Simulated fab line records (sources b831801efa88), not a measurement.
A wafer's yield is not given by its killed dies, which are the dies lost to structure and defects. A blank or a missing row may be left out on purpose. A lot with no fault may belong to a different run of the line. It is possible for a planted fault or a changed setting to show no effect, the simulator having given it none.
Which tool is to blame? | flow sky130 | 11 lots, 33 wafers sampled, at 5 steps of a route of 708

== WHAT EACH GAUGE READ, for each wafer ==
SKY_LOCAL_INTERCONNECT_CD_MEAS_11: target cd 170 nm. Usual: cd_nm 170.3 nm, standard deviation 1.3.
lot  | measured     | on        | cd_nm (nm)        | flag
L574 | day 29 19:42 | cd_sem-02 | 170.5 170.0 168.8 |
L575 | day 30 03:07 | cd_sem-02 | 172.1 171.5 172.3 |
L577 | day 31 08:01 | cd_sem-02 | 170.3 169.7 168.7 |
L578 | day 31 17:41 | cd_sem-01 | 168.6 169.2 169.1 |
L579 | day 31 21:47 | cd_sem-01 | 168.6 169.3 170.0 |
L584 | day 33 16:41 | cd_sem-01 | 171.1 171.6 170.8 |
L589 | day 35 01:28 | cd_sem-02 | 170.5 170.5 169.3 |
L591 | day 35 13:37 | cd_sem-02 | 169.4 168.9 171.4 |
L594 | day 37 17:15 | cd_sem-02 | 168.6 168.6 167.6 |
L592 | day 37 18:43 | cd_sem-01 | 172.7 173.2 171.6 |
L596 | day 37 20:22 | cd_sem-02 | 171.6 171.3 169.5 |

SKY_CONTACT_THK_MEAS_01. Usual: CONTACT_CVD_00_THK typically reads 75.0 nm, with standard deviation 0.86.
lot  | measured     | on            | CONTACT_CVD_00_THK (nm) | flag
L574 | day 29 20:36 | film_metro-04 | 73.3 74.3 75.6          |
L575 | day 30 04:02 | film_metro-01 | 74.5 74.9 74.9          |
L577 | day 31 09:04 | film_metro-02 | 72.9 74.2 74.5          |
L578 | day 31 18:40 | film_metro-01 | 74.7 75.8 74.8          |
L579 | day 31 22:43 | film_metro-02 | 74.4 75.6 75.4          |
L584 | day 33 17:36 | film_metro-02 | 74.0 73.7 73.1          |
L589 | day 35 02:31 | film_metro-02 | 24.7 75.5 24.6          | OFF
L591 | day 35 14:31 | film_metro-04 | 75.6 25.3 75.5          | OFF
L594 | day 37 18:11 | film_metro-04 | 74.3 74.4 75.4          |
L592 | day 37 19:38 | film_metro-02 | 72.7 74.8 75.7          |
L596 | day 37 21:16 | film_metro-02 | 74.8 75.3 76.8          |

SKY_CONTACT_CD_MEAS_14: target cd 170 nm. Usual: cd_nm 170.1 nm, standard deviation 1.4.
lot  | measured     | on        | cd_nm (nm)        | flag
L574 | day 30 23:05 | cd_sem-01 | 168.8 169.3 169.4 |
L575 | day 31 05:01 | cd_sem-01 | 168.9 167.5 171.0 |
L577 | day 32 12:58 | cd_sem-02 | 167.6 168.6 169.1 |
L578 | day 32 21:59 | cd_sem-02 | 170.0 170.2 168.9 |
L579 | day 33 01:42 | cd_sem-02 | 170.9 170.2 169.6 |
L584 | day 34 19:00 | cd_sem-01 | 170.3 171.3 171.6 |
L589 | day 36 04:37 | cd_sem-02 | 171.4 171.9 171.9 |
L591 | day 36 16:38 | cd_sem-02 | 167.9 167.6 167.9 |
L594 | day 38 19:26 | cd_sem-01 | 170.5 170.0 170.3 |
L592 | day 38 20:55 | cd_sem-01 | 170.1 170.1 169.7 |
L596 | day 38 23:10 | cd_sem-01 | 169.0 167.4 167.7 |

== EACH LOT AND THE TOOL THAT RAN IT (in order: tool; ch and the chambers of the sampled wafers; start) ==
lot  | SKY_LOCAL_INTERCONNECT_STRIP_15      | SKY_CONTACT_CVD_00
L574 | plasma_asher-02 ch 0,1, day 29 19:58 | pecvd-04 ch 0,1, day 29 20:34
L575 | plasma_asher-02 ch 0,1, day 30 03:24 | pecvd-04 ch 0,1,2, day 30 04:00
L577 | plasma_asher-01 ch 0,1, day 31 08:16 | pecvd-02 ch 0,1,2, day 31 09:01
L578 | plasma_asher-03 ch 0,1, day 31 17:57 | pecvd-02 ch 0,2, day 31 18:37
L579 | plasma_asher-01 ch 0,1, day 31 22:04 | pecvd-04 ch 0,2, day 31 22:41
L584 | plasma_asher-02 ch 0,1, day 33 16:58 | pecvd-02 ch 0,1,2, day 33 17:34
L589 | plasma_asher-02 ch 0,1, day 35 01:49 | pecvd-04 ch 0,2, day 35 02:28
L591 | plasma_asher-02 ch 0,1, day 35 13:53 | pecvd-04 ch 0,2, day 35 14:28
L594 | plasma_asher-03 ch 0,1, day 37 17:31 | pecvd-03 ch 0,1,2, day 37 18:09
L592 | plasma_asher-01 ch 0,1, day 37 18:58 | pecvd-02 ch 1,2, day 37 19:36
L596 | plasma_asher-01 ch 1, day 37 20:37   | pecvd-03 ch 1,2, day 37 21:13
- SKY_LOCAL_INTERCONNECT_STRIP_15: strips in O2/N2.
- SKY_CONTACT_CVD_00: deposits Si3N4, target thk 75 nm.

== WHAT THE TOOLS THEMSELVES READ (means of the sampled wafers that have a number; where no wafer has one, the mark that the record gives instead) ==
SKY_LOCAL_INTERCONNECT_STRIP_15. Usual: drypump_motor_current_A 5.8 A, standard deviation 0.36; oes_product_au 0.427 a.u., standard deviation 0.0047; strip_time_to_endpoint_s 4.720 s, standard deviation 0.017.
lot  | tool            | drypump_motor_current_A (A) | oes_product_au (a.u.) | strip_time_to_endpoint_s (s) | flag
L574 | plasma_asher-02 | 6.0                         | 0.430                 | 4.715                        |
L575 | plasma_asher-02 | 5.8                         | 0.427                 | 4.723                        |
L577 | plasma_asher-01 | 5.8                         | 0.423                 | 4.697                        |
L578 | plasma_asher-03 | 5.7                         | 0.421                 | 4.721                        |
L579 | plasma_asher-01 | 5.8                         | 0.427                 | 4.715                        |
L584 | plasma_asher-02 | 6.0                         | 0.428                 | 4.706                        |
L589 | plasma_asher-02 | 5.9                         | 0.430                 | 4.724                        |
L591 | plasma_asher-02 | 5.8                         | 0.426                 | 4.722                        |
L594 | plasma_asher-03 | 5.7                         | 0.429                 | 4.706                        |
L592 | plasma_asher-01 | 5.8                         | 0.424                 | 4.725                        |
L596 | plasma_asher-01 | 5.7                         | 0.425                 | 4.718                        |

SKY_CONTACT_CVD_00. Usual: heater_power_w 739 W, standard deviation 74.
lot  | tool     | heater_power_w (W) | flag
L574 | pecvd-04 | 683                |
L575 | pecvd-04 | 749                |
L577 | pecvd-02 | 662                |
L578 | pecvd-02 | 740                |
L579 | pecvd-04 | 782                |
L584 | pecvd-02 | 675                |
L589 | pecvd-04 | 828                |
L591 | pecvd-04 | 764                |
L594 | pecvd-03 | 784                |
L592 | pecvd-02 | 697                |
L596 | pecvd-03 | 798                |

== THE ANSWER, worked out from the rows above alone ==
Rule: take the mean of a lot's wafers that have a number; if it is more than 3 standard deviations from the usual mean, the lot is off. Also off: a lot with no number at a reading for which 4 or more lots have one. Any other lot the step has rows for is counted as sound. After the gauges, taken in route order, come the tools' own readings; for these a lot's mean is taken, as printed above. The first step at which some lot is off is used, and at that step the reading that is off furthest; a lot without a number counts as furthest.
Off: at SKY_CONTACT_THK_MEAS_01 (CONTACT_CVD_00_THK), L589, L591.
A tool fits if, at a process step before that reading, it ran every lot that is off, and no sound lot after the first of them. The gauges at SKY_CONTACT_THK_MEAS_01 are tried like those tools. 2 tools fit, plasma_asher-02 at SKY_LOCAL_INTERCONNECT_STRIP_15 and pecvd-04 at SKY_CONTACT_CVD_00, so this cannot tell which one it is.

== WHAT THE SIMULATOR PUT IN ==
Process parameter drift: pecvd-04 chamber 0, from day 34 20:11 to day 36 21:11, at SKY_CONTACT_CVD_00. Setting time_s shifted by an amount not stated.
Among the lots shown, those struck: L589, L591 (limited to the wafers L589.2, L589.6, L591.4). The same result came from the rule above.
